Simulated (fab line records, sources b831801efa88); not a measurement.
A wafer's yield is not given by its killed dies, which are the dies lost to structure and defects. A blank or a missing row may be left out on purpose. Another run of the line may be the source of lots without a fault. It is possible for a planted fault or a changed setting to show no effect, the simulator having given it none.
Which tool is to blame? + flow gf180mcu + 36 wafers from 12 lots sampled at 5 of the route's 602 steps

WHAT THE GAUGES READ, wafer by wafer
GF_VT_IMPLANT_OVL_MEAS_40. Usual: for VT_IMPLANT_03_OVL the level is -0.6 nm and the standard deviation is 1.2.
| lot  | measured     | on         | VT_IMPLANT_03_OVL (nm) | flag |
|------|--------------|------------|------------------------|------|
| L906 | day 7 17:53  | overlay-02 | -0.3 0.0 0.1           |      |
| L907 | day 8 05:19  | overlay-02 | -2.9 -1.3 -1.1         |      |
| L908 | day 8 09:16  | overlay-02 | 1.0 1.2 0.4            |      |
| L909 | day 8 16:43  | overlay-02 | 1.0 0.6 0.7            |      |
| L910 | day 9 00:32  | overlay-01 | -2.8 -1.4 -2.3         |      |
| L911 | day 9 06:01  | overlay-02 | -3.3 -2.6 -2.9         |      |
| L914 | day 10 06:31 | overlay-01 | 1.9 0.5 0.1            |      |
| L915 | day 10 06:52 | overlay-01 | 0.0 1.6 -1.4           |      |
| L918 | day 11 04:08 | overlay-01 | -0.9 1.0 -0.5          |      |
| L925 | day 13 02:17 | overlay-01 | -1.6 -1.5 -1.9         |      |

GF_HV_LDD_OVL_MEAS_20. Usual: for HV_LDD_01_OVL the level is -0.1 nm and the standard deviation is 1.4.
| lot  | measured     | on         | HV_LDD_01_OVL (nm) | flag |
|------|--------------|------------|--------------------|------|
| L906 | day 11 02:39 | overlay-01 | -1.6 -2.9 -1.4     |      |
| L907 | day 11 13:31 | overlay-02 | 1.1 2.0 2.1        |      |
| L908 | day 11 21:45 | overlay-02 | -0.3 0.8 -0.3      |      |
| L909 | day 12 03:30 | overlay-01 | -1.3 -1.6 -0.4     |      |
| L910 | day 12 10:19 | overlay-02 | -0.9 0.1 -1.4      |      |
| L911 | day 12 14:02 | overlay-01 | -0.9 -0.8 -0.4     |      |
| L914 | day 13 22:35 | overlay-01 | 0.7 0.4 0.6        |      |
| L915 | day 13 22:17 | overlay-01 | 1.5 1.3 1.6        |      |
| L918 | day 14 20:09 | overlay-02 | -1.2 -2.7 -0.6     |      |
| L925 | day 16 23:57 | overlay-01 | -0.2 -0.3 -0.3     |      |

EACH LOT AND THE TOOL THAT RAN IT (in order: tool; ch and the chambers of the sampled wafers; start)
| lot  | GF_STI_ETCH_13                    | GF_STI_STRIP_15                     | GF_VT_IMPLANT_STRIP_42               |
|------|-----------------------------------|-------------------------------------|--------------------------------------|
| L906 | rie_diel-01 ch 0,2,3, day 2 05:54 | plasma_asher-01 ch 0,1, day 2 06:05 | plasma_asher-01 ch 0,1, day 7 18:04  |
| L907 | rie_diel-04 ch 0,2,3, day 2 12:17 | plasma_asher-02 ch 0,1, day 2 12:30 | plasma_asher-01 ch 0,1, day 8 05:32  |
| L908 | rie_diel-03 ch 1,3, day 2 16:11   | plasma_asher-01 ch 0,1, day 2 16:20 | plasma_asher-02 ch 0, day 8 09:27    |
| L909 | rie_diel-03 ch 0,3, day 2 21:30   | plasma_asher-01 ch 0,1, day 2 21:39 | plasma_asher-01 ch 0,1, day 8 16:55  |
| L910 | rie_diel-01 ch 0,2,3, day 3 03:30 | plasma_asher-01 ch 0,1, day 3 03:41 | plasma_asher-02 ch 0,1, day 9 00:44  |
| L911 | rie_diel-01 ch 0,2,3, day 3 09:23 | plasma_asher-01 ch 0,1, day 3 09:34 | plasma_asher-03 ch 0,1, day 9 06:14  |
| L914 | rie_diel-03 ch 0,2, day 4 00:15   | plasma_asher-02 ch 0,1, day 4 00:24 | plasma_asher-03 ch 0,1, day 10 06:42 |
| L915 | rie_diel-01 ch 0,2,3, day 4 04:47 | plasma_asher-04 ch 0,1, day 4 04:57 | plasma_asher-01 ch 0,1, day 10 07:04 |
| L918 | rie_diel-03 ch 0,1, day 4 21:09   | plasma_asher-01 ch 0,1, day 4 21:20 | plasma_asher-01 ch 0,1, day 11 04:21 |
| L919 | rie_diel-01 ch 0,2, day 5 01:43   | plasma_asher-02 ch 0,1, day 5 01:53 | -                                    |
| L920 | rie_diel-01 ch 0,1,2, day 5 06:57 | plasma_asher-02 ch 0,1, day 5 07:06 | -                                    |
| L925 | rie_diel-04 ch 1,2, day 6 08:44   | plasma_asher-02 ch 0,1, day 6 08:55 | plasma_asher-03 ch 0,1, day 13 02:30 |
- GF_STI_ETCH_13: etches the open film in CHF3/O2, stops on Si, target depth 282.31 nm, time 112.9 s.
- GF_STI_STRIP_15: strips in O2/N2.
- GF_VT_IMPLANT_STRIP_42: strips in O2/N2.

WHAT THE TOOLS THEMSELVES READ (means of the sampled wafers that have a number; where no wafer has one, the mark that the record gives instead)
GF_STI_ETCH_13. Usual: O2_flow_sccm 5.002 sccm, standard deviation 0.015; bias_w 200.0 W, standard deviation 0.65; drypump_motor_current_A 5.8 A, standard deviation 0.53; oes_product_au 0.830 a.u., standard deviation 0.0069; throttle_valve_pct 8.810 %, standard deviation 0.0086.
| lot  | tool        | O2_flow_sccm (sccm) | bias_w (W) | drypump_motor_current_A (A) | oes_product_au (a.u.) | throttle_valve_pct (%) | flag |
|------|-------------|---------------------|------------|-----------------------------|-----------------------|------------------------|------|
| L906 | rie_diel-01 | 5.007               | 199.5      | 5.6                         | 0.834                 | 8.808                  |      |
| L907 | rie_diel-04 | 4.987               | 200.6      | 5.5                         | 0.832                 | 8.810                  |      |
| L908 | rie_diel-03 | 5.012               | 199.8      | 6.0                         | 0.838                 | 8.813                  |      |
| L909 | rie_diel-03 | 4.998               | 199.7      | 6.1                         | 0.839                 | 8.807                  |      |
| L910 | rie_diel-01 | 5.010               | 200.0      | 5.6                         | 0.829                 | 8.816                  |      |
| L911 | rie_diel-01 | 5.015               | 199.4      | 5.6                         | 0.831                 | 8.810                  |      |
| L914 | rie_diel-03 | 5.010               | 198.8      | 6.3                         | 0.829                 | 8.808                  |      |
| L915 | rie_diel-01 | 5.001               | 199.7      | 5.6                         | 0.828                 | 8.802                  |      |
| L918 | rie_diel-03 | 5.021               | 200.1      | 5.9                         | 0.838                 | 8.815                  |      |
| L919 | rie_diel-01 | -                   | -          | -                           | -                     | -                      | OFF  |
| L920 | rie_diel-01 | -                   | -          | -                           | -                     | -                      | OFF  |
| L925 | rie_diel-04 | 5.011               | 199.4      | 6.1                         | 0.826                 | 8.807                  |      |

GF_STI_STRIP_15. Usual: drypump_motor_current_A 5.9 A, standard deviation 0.38; heater_power_w 324 W, standard deviation 23; oes_product_au 0.383 a.u., standard deviation 0.0049; strip_time_to_endpoint_s 3.71 s, standard deviation 0.056.
| lot  | tool            | drypump_motor_current_A (A) | heater_power_w (W) | oes_product_au (a.u.) | strip_time_to_endpoint_s (s) | flag |
|------|-----------------|-----------------------------|--------------------|-----------------------|------------------------------|------|
| L906 | plasma_asher-01 | 6.1                         | 297                | 0.389                 | 3.75                         |      |
| L907 | plasma_asher-02 | 6.1                         | 344                | 0.388                 | 3.70                         |      |
| L908 | plasma_asher-01 | 5.8                         | 309                | 0.385                 | 3.67                         |      |
| L909 | plasma_asher-01 | 5.8                         | 305                | 0.379                 | 3.67                         |      |
| L910 | plasma_asher-01 | 6.0                         | 297                | 0.383                 | 3.77                         |      |
| L911 | plasma_asher-01 | 6.1                         | 294                | 0.384                 | 3.72                         |      |
| L914 | plasma_asher-02 | 6.1                         | 342                | 0.380                 | 3.68                         |      |
| L915 | plasma_asher-04 | 5.5                         | 317                | 0.383                 | 3.70                         |      |
| L918 | plasma_asher-01 | 5.8                         | 309                | 0.380                 | 3.68                         |      |
| L919 | plasma_asher-02 | 6.0                         | 336                | 0.485                 | 6.24                         | OFF  |
| L920 | plasma_asher-02 | 6.0                         | 340                | 0.494                 | 6.26                         | OFF  |
| L925 | plasma_asher-02 | 6.0                         | 343                | 0.385                 | 3.76                         |      |

GF_VT_IMPLANT_STRIP_42. Usual: drypump_motor_current_A 5.8 A, standard deviation 0.62; heater_power_w 326 W, standard deviation 29; oes_product_au 0.716 a.u., standard deviation 0.0043; strip_time_to_endpoint_s 12.63 s, standard deviation 0.036.
| lot  | tool            | drypump_motor_current_A (A) | heater_power_w (W) | oes_product_au (a.u.) | strip_time_to_endpoint_s (s) | flag |
|------|-----------------|-----------------------------|--------------------|-----------------------|------------------------------|------|
| L906 | plasma_asher-01 | 5.8                         | 312                | 0.715                 | 12.57                        |      |
| L907 | plasma_asher-01 | 5.8                         | 311                | 0.713                 | 12.61                        |      |
| L908 | plasma_asher-02 | 6.1                         | 335                | 0.718                 | 12.65                        |      |
| L909 | plasma_asher-01 | 5.8                         | 308                | 0.715                 | 12.66                        |      |
| L910 | plasma_asher-02 | 6.1                         | 336                | 0.719                 | 12.67                        |      |
| L911 | plasma_asher-03 | 5.4                         | 348                | 0.714                 | 12.63                        |      |
| L914 | plasma_asher-03 | 5.4                         | 345                | 0.717                 | 12.58                        |      |
| L915 | plasma_asher-01 | 5.8                         | 308                | 0.715                 | 12.60                        |      |
| L918 | plasma_asher-01 | 6.1                         | 295                | 0.716                 | 12.59                        |      |
| L925 | plasma_asher-03 | 5.9                         | 323                | 0.715                 | 12.67                        |      |

THE ANSWER, worked out from the rows above alone
Rule: take the mean of a lot's wafers that have a number; if it is more than 3 standard deviations from the usual mean, the lot is off. Also off: a lot with no number at a reading for which 4 or more lots have one. Any other lot the step has rows for is counted as sound. Order of review: gauges by route order, followed by the tools' own readings, for which a lot's mean as printed above is used. The first step at which some lot is off is used, and at that step the reading that is off furthest; a lot without a number counts as furthest.
Off: L919, L920, at GF_STI_ETCH_13 (O2_flow_sccm). Without a number there: L919, L920.
A tool fits if, at that step or a process step before it, it ran every lot that is off, and no sound lot after the first of them. One candidate fits, namely rie_diel-01 at GF_STI_ETCH_13. A fault onset in the window from L915 (day 4 04:47, its last sound lot) to L919 (day 5 01:43, its first lot off) fits.
Blank at GF_STI_ETCH_13 on the lots that are off, where sound lots have numbers: O2_flow_sccm, bias_w, drypump_motor_current_A, oes_product_au, throttle_valve_pct.

WHAT HAD BEEN PUT IN BY THE SIMULATOR
Skipped step whole: rie_diel-01, from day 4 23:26 on, at GF_STI_ETCH_13. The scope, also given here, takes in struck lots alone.
Lots struck among those shown: L919, L920. The rule above found the same.
